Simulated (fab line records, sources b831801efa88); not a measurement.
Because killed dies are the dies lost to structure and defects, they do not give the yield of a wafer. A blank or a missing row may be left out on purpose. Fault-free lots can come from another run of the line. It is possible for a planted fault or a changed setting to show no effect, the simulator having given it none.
The same fault as seen by 2 desks ; flow sky130 ; every desk sees just its own numbers, and what lay behind them comes last

## DESK OF THE TOOL OWNER: pvd_sputter-01
At SKY_METAL4_SPUTTER_04 (material TiN, target thk 70 nm, time 58.3 s) the tool's own readings: per lot run on this tool, the mean of the sampled wafers that have a number. Marked OUT: a lot whose mean sits more than 4 standard deviations from the usual mean, which makes it out of limits; the brackets give that distance.
Columns: A = cathode_dc_power_W at SKY_METAL4_SPUTTER_04, usual 6499.9 W; B = throttle_valve_pct at SKY_METAL4_SPUTTER_04, usual 30.5 %
lot;first seen here;A;B
L240;day 44 00:44;5911.9 (-99 or more) OUT;30.5
L242;day 44 10:20;5912.4 (-99 or more) OUT;30.8
This desk's verdict: out of limits on L240, L242, starting with L240 at day 44 00:44 (cathode_dc_power_W at SKY_METAL4_SPUTTER_04). In limits: none.

## THE METROLOGY DESK
Means of the sampled wafers that have a number, per lot and without regard to the tool the lot ran on: this is what the gauges read. Marked OUT: a lot whose mean sits more than 4 standard deviations from the usual mean, which makes it out of limits; the brackets give that distance.
Columns: A = VIA3_W_RS at SKY_VIA3_RS_MEAS_22, usual 0.297 ohm/sq; B = VIA3_W_THK at SKY_VIA3_THK_MEAS_23, usual 380 nm
lot;first seen here;A;B
L230;day 41 10:14;0.290;395
L232;day 41 21:04;0.298;384
L240;day 44 00:05;0.298;382
L242;day 44 09:47;0.294;382
L245;day 44 23:54;0.296;380
L248;day 46 06:39;0.299;377
Result from this desk: across the 6 lots, nothing is out of limits.

## ALL TOGETHER
At day 44 00:44, on L240, L242, the tool owner's desk was in a position to raise an alarm.
From the metrology desk's view, nothing was out of limits.
The metrology desk holds a record of L240, L242, inside its limits.
Every lot named ran SKY_METAL4_SPUTTER_04 on pvd_sputter-01.

## WHAT WAS PUT IN BY THE SIMULATOR
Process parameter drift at SKY_METAL4_SPUTTER_04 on pvd_sputter-01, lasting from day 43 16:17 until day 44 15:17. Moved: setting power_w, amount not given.
Shown lots that were struck: L240, L242.
How many hours passed from the start of the fault until each desk's first out-of-limits reading: the tool owner's desk, 8.
